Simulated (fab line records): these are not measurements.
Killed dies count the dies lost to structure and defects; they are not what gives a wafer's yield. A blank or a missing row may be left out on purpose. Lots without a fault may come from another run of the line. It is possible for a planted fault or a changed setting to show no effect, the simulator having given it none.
2 desks, one fault + flow gf180mcu + numbers are kept per desk, each desk with only its own; the story behind them comes last

## THE METROLOGY DESK
Lot by lot, what the gauges showed, no matter which tool ran the lot: averages of those sampled wafers that carry a number. The brackets show how far a lot's mean lies from the usual mean; more than 4 standard deviations puts the lot out of limits, marked OUT.
Columns: A = V4_W_RS at GF_V4_RS_MEAS_24, usual 0.326 ohm/sq; B = V4_W_THK at GF_V4_THK_MEAS_25, usual 349 nm
| lot  | first seen here | A                | B              |
|------|-----------------|------------------|----------------|
| L246 | day 24 20:21    | 0.329            | 352            |
| L247 | day 25 11:35    | 0.368 (+11) OUT  | 315 (-5.7) OUT |
| L249 | day 25 17:11    | 0.362 (+9.5) OUT | 316 (-5.5) OUT |
| L258 | day 28 19:54    | 0.328            | 342            |
| L260 | day 29 07:39    | 0.323            | 351            |
| L261 | day 29 11:47    | 0.322            | 353            |
| L263 | day 30 02:37    | 0.329            | 342            |
| L264 | day 30 17:20    | 0.329            | 343            |
| L265 | day 30 19:56    | 0.320            | 355            |
| L267 | day 31 04:37    | 0.326            | 344            |
| L268 | day 31 10:08    | 0.322            | 347            |
This desk finds L247, L249 out of limits, with the earliest case on L247 at day 25 11:35 (V4_W_RS at GF_V4_RS_MEAS_24). Within limits: L246, L258, L260, L261, L263, L264, L265, L267, L268.

## AT THE TOOL OWNER'S DESK: cvdW-01
The tool's own readings at GF_V4_CVD_23 (deposits W, target thk 350 nm, time 104.9 s): means of the sampled wafers that have a number, for each lot that ran on this tool. The brackets show how far a lot's mean lies from the usual mean; more than 4 standard deviations puts the lot out of limits, marked OUT.
Columns: A = heaterPowerW at GF_V4_CVD_23, usual 826 W
| lot  | first seen here | A   |
|------|-----------------|-----|
| L246 | day 24 20:14    | 821 |
| L247 | day 25 11:28    | 833 |
| L249 | day 25 17:04    | 841 |
| L258 | day 28 19:46    | 832 |
| L261 | day 29 11:38    | 821 |
| L263 | day 30 02:29    | 824 |
| L264 | day 30 17:14    | 820 |
Result from this desk: across the 7 lots, nothing is out of limits.

## PUT TOGETHER
At day 25 11:35 the metrology desk could have sounded an alarm, on L247, L249.
The tool owner's desk saw nothing out of limits.
The tool owner's desk has L247, L249 on record, within its limits.
Every lot named ran GF_V4_CVD_23 on cvdW-01.

## WHAT THE SIMULATOR HAD INSERTED
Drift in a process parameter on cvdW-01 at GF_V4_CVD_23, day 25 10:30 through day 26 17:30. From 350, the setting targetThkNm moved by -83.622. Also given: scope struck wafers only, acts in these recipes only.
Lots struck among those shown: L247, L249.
Time in hours between the start of the fault and the first out-of-limits reading at each desk: metrology desk, 1.
